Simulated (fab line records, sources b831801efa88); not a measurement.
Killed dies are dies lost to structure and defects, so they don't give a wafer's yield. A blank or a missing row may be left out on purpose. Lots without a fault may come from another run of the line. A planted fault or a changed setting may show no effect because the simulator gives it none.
One fault seen from 2 desks | flow gf180mcu | each desk has only its own numbers; what lay behind them comes last

THE TOOL OWNER'S DESK: plasma_asher-03
The tool's own readings at GF_PSD_STRIP_10 (strips in O2/N2): means of the sampled wafers that have a number, for each lot that ran on this tool. A lot is out of limits, marked OUT, if its mean lies more than 4 standard deviations from the usual mean; the brackets give that distance.
Columns: A = chamber_pressure_mTorr at GF_PSD_STRIP_10, usual 1500.0 mTorr; B = drypump_motor_current_A at GF_PSD_STRIP_10, usual 5.76 A; C = heater_power_w at GF_PSD_STRIP_10, usual 315 W; D = oes_product_au at GF_PSD_STRIP_10, usual 0.592 a.u.; E = strip_time_to_endpoint_s at GF_PSD_STRIP_10, usual 16.54 s
lot  | first seen here | A      | B    | C   | D     | E
L858 | day 14 08:59    | 1500.2 | 5.61 | 272 | 0.595 | 16.62
L862 | day 16 01:46    | 1500.6 | 5.61 | 271 | 0.590 | 16.50
L864 | day 16 09:08    | 1500.0 | 5.84 | 307 | 0.594 | 16.47
L868 | day 17 23:31    | 1500.0 | 5.84 | 301 | 0.590 | 16.53
L869 | day 18 11:16    | 1500.0 | 5.85 | 301 | 0.591 | 16.54
L877 | day 21 09:34    | 1499.5 | 5.60 | 276 | 0.591 | 16.54
L878 | day 21 16:17    | 1499.7 | 5.59 | 277 | 0.594 | 16.52
This desk's finding: nothing out of limits on any of the 7 lots.

THE METROLOGY DESK
What the gauges read, lot by lot, whatever tool the lot ran on: means of the sampled wafers that have a number. A lot is out of limits, marked OUT, if its mean lies more than 4 standard deviations from the usual mean; the brackets give that distance.
Columns: A = V5_W_THK at GF_V5_THK_MEAS_25, usual 355 nm; B = TOP_METAL_ALCU_THK at GF_TOP_METAL_THK_MEAS_06, usual 957 nm; C = PASSIVATION_CVD_02_THK at GF_PASSIVATION_THK_MEAS_03, usual 697 nm
lot  | first seen here | A   | B   | C
L857 | day 27 01:34    | 346 | 966 | 704
L858 | day 27 08:31    | 362 | 952 | 701
L860 | day 28 08:53    | 366 | 973 | 695
L861 | day 28 15:13    | 357 | 978 | 689
L862 | day 28 23:13    | 350 | 958 | 693
L863 | day 29 03:53    | 356 | 943 | 699
L864 | day 29 04:54    | 347 | 950 | 696
L868 | day 30 13:24    | 372 | 967 | 705
L869 | day 30 22:20    | 367 | 941 | 699
L870 | day 31 06:57    | 364 | 960 | 699
L871 | day 31 21:08    | 357 | 942 | 696
L875 | day 32 17:16    | 369 | 964 | 689
L877 | day 33 10:12    | 355 | 959 | 703
L878 | day 33 10:42    | 355 | 962 | 692
This desk's finding: nothing out of limits on any of the 14 lots.

PUT TOGETHER
The tool owner's desk saw nothing out of limits.
The metrology desk saw nothing out of limits.

WHAT THE SIMULATOR HAD PUT IN
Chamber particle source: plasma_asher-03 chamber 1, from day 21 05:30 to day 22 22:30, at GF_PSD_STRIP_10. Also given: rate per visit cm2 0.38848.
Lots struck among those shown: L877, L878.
